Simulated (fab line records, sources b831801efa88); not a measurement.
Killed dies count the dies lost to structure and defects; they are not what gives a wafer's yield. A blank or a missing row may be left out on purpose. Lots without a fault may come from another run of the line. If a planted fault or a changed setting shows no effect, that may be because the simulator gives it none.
Code-filled problem report in 8D (eight disciplines) form | flow sky130 | the parts of the form that need people (team, actions taken, sign-off) are left out

== 1. THE PROBLEM ==
At SKY_VIA2_STRIP_16, strip-time-to-endpoint-s averages 3.43 s over 3 wafers from 2 lots, while fault-free wafers read 4.05 s, standard deviation 0.031. Measured from the usual mean, that is -20 standard deviations.
The step: strips in O2/N2.
First seen on wafer L186.2, day 39 10:59, on plasma-asher-03. The record has a number at this step for 33 wafers belonging to 11 lots. Rule for "out" (also "out of limits"): further than 4 standard deviations from the usual mean. Any other wafer with a number is counted as sound.

== 2. WHAT IT IS AND WHAT IT IS NOT ==
question                    | is                                       | is not
which readings at this step | strip-time-to-endpoint-s, oes-product-au | drypump-motor-current-A, n2-flow-sccm
which lots                  | L186, L187                               | L176, L177, L180, L188, L190, L192, L197, L198, L199
which wafers of those lots  | L186.2, L186.4, L187.4                   | L186.1, L187.1, L187.5
read on which tools         | plasma-asher-03, plasma-asher-04         | plasma-asher-02
when                        | from day 39 10:59                        | up to then (10 sound wafers); but 20 sound wafers of L187, L188, L190, L192, L197, L198, L199 came after

== 3. WHAT RULES OUT EACH SUSPECT ==
Counting: any tool at a process step up to the reading remains a suspect provided it ran every lot that is out. Sound lots after the first of them don't rule it out here, since some wafers of a struck lot are sound.
- rie-metal-03 at SKY_METAL2_DESCUM_17 (chemistry O2, time 8 s): kept. Every lot that is out went through it, the first being L186 (day 38 08:28); the last sound lot it ran before that was L180 (day 36 01:37).
- rie-diel-04 at SKY_VIA2_ETCH_15 (etches SiO2 in C4F8/O2/Ar, stops on TiN, target depth 546 nm, time 84 s): kept. Every lot that is out went through it, the first being L186 (day 39 10:55); the last sound lot it ran before that was L180 (day 37 05:54).
After counting, rie-metal-03 at SKY_METAL2_DESCUM_17 and rie-diel-04 at SKY_VIA2_ETCH_15 remain.

== 4. THE CAUSE (what the simulator had put in) ==
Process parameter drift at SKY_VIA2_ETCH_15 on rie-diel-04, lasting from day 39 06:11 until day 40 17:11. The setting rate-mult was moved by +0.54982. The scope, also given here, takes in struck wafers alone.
Of the 2 suspects that counting leaves, this tool is one.

== 5. THE EFFECT CHAIN, in route order ==
Rows list readings where the struck wafers' mean (over those with a number) sits beyond 3 standard deviations from the usual. Readings are gone through only where the record gives a usual standard deviation; hours: the median, over the lots, of the time from a lot's start at the first step in this table giving one to that lot's start at this step; sigmas: the change measured in usual standard deviations.
hours | step              | reading                  | usual      | on struck wafers | change | sigmas
0     | SKY_VIA2_STRIP_16 | oes-product-au           | 0.399 a.u. | 0.371            | -0.028 | -6.5
0     | SKY_VIA2_STRIP_16 | strip-time-to-endpoint-s | 4.05 s     | 3.43             | -0.62  | -20
Process steps it contains:
- SKY_VIA2_STRIP_16: strips in O2/N2.

== 6. HOW IT WOULD HAVE BEEN CAUGHT EARLIER ==
The fault began at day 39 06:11; the first out-of-limits reading in this record came at day 39 10:59, 5 hours later.
An alarm limit of 4 standard deviations would not have fired on the tool readings at SKY_VIA2_ETCH_15 for which the record gives a usual standard deviation, since none of them was out on any struck wafer.
Among the 2 lots that are out, L187 began SKY_VIA2_ETCH_15 on rie-diel-04 after day 39 10:59. A tool hold placed at that time would have kept it from harm.
